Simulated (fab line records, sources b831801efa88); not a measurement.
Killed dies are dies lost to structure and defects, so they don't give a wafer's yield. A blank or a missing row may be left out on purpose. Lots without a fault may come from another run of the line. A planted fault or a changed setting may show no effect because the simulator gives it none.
A struck lot beside a sound one | flow gf180mcu | 15 steps out of a route of 602
Sound: wafers L400.3, L400.4, L400.5. Struck: wafers L385.1, L385.5. The cause comes at the end.
At each step with rows: each side's tool, then ch and its chambers, then its first start. Under that, the readings that differ: sound wafers | struck wafers | difference of the means | sigmas: that difference in standard deviations of wafers without a fault.
alike: readings whose means differ by less than 2 such deviations, and words and numbers that are the same on both sides. not compared: withheld readings, readings that some wafer has no value for, bounds like >300 that may hide the same value, and numbers for which the record gives no deviation and whose values overlap.
The two part at a step that has a row with sigmas, a row that says differs or no value, or rows on one side only. Numbers that don't overlap but have no deviation are shown without sigmas and don't part them. A reading that every wafer of one side lacks parts them only if that side has two wafers or more.

first, 4 steps without rows for these wafers: GF_V4_STRIP_18 (strips in O2/N2); GF_V4_STRIP_19 (strips in post etch residue remover, time 1200 s); GF_V4_CLEAN_20 (cleans in DIW); GF_V4_SPUTTER_21 (material Ti, target thk 15 nm, time 80.02 s).
GF_V4_SPUTTER_22: material TiN, target thk 10 nm, time 40 s.
  sound on pvd_sputter-04, day 30 06:05; struck on pvd_sputter-01, day 25 19:05
  alike: cathode_dc_power_W, chamber_pressure_pa, throttle_valve_pct
then, 1 step without rows for these wafers: GF_V4_CVD_23 (deposits W, target thk 350 nm, time 104.9 s).
GF_V4_RS_MEAS_24: measures by four-point-probe.
  sound on film_metro-04, day 30 06:17; struck on film_metro-01, day 25 19:14
  alike: V4_W_RS
GF_V4_THK_MEAS_25: measures by xrf.
  sound on film_metro-04, day 30 06:23; struck on film_metro-01, day 25 19:22
  alike: V4_W_THK
GF_V4_CMP_26: polishes, stops on SiO2, t overpolish 15 s, target thk 0 nm.
  sound on cmp-01 ch 0,1,2, day 30 06:31; struck on cmp-02 ch 0, day 25 19:28
  reading                | sound    | struck | difference | sigmas
  time_to_endpoint_s (s) | 89 87 86 | 75 78  | -11        | -3
  alike: motor_current_A, overpolish_run_s, slurry_filter_dp_kPa
GF_MIM_SPUTTER_00: material Ti, target thk 37.5 nm, time 150 s.
  sound on pvd_sputter-02, day 30 06:43; struck on pvd_sputter-04, day 25 19:43
  alike: cathode_dc_power_W, chamber_pressure_pa, throttle_valve_pct
then, 1 step without rows for these wafers: GF_MIM_SPUTTER_01 (material TiN, target thk 30 nm, time 25 s).
GF_MIM_SPUTTER_02: material AlCu, target thk 450 nm, time 23.9 s.
  sound on pvd_sputter-02, day 30 06:51; struck on pvd_sputter-04, day 25 19:51
  alike: cathode_dc_power_W, chamber_pressure_pa, throttle_valve_pct
GF_MIM_SPUTTER_03: material Ti, target thk 10 nm, time 6.7 s.
  sound on pvd_sputter-02, day 30 06:53; struck on pvd_sputter-04, day 25 19:53
  no value came back on the struck wafers for cathode_dc_power_W (W), chamber_pressure_pa (Pa), throttle_valve_pct (%), time_s (s); on the sound wafers cathode_dc_power_W (W) reads 3000.0 2999.8 2999.6
GF_MIM_SPUTTER_04: material TiN, target thk 50 nm, time 41.7 s.
  sound on pvd_sputter-02, day 30 06:54; struck on pvd_sputter-04, day 25 19:54
  alike: cathode_dc_power_W, chamber_pressure_pa, throttle_valve_pct
-- the record jumps here: 4 days lie between the struck wafers' starts before and after (it left off in module MIM and takes up again in module PASSIVATION, whose first step shown is number 602 of the route) --
GF_PASSIVATION_PROBE_99:
  sound on prober-01, day 34 01:19; struck on prober-02, day 30 05:42
  no value came back on the struck wafers for model.etest.via5_chain.rc_ohm, model.etest.met5.line_ohm_um, model.etest.met5.rs_ohm_sq; on the sound wafers model.etest.via5_chain.rc_ohm reads 6.97 6.992 6.935

WHERE THEY PART
First at GF_V4_CMP_26; last, within this record, at GF_PASSIVATION_PROBE_99.

WHY: what the simulator had put in
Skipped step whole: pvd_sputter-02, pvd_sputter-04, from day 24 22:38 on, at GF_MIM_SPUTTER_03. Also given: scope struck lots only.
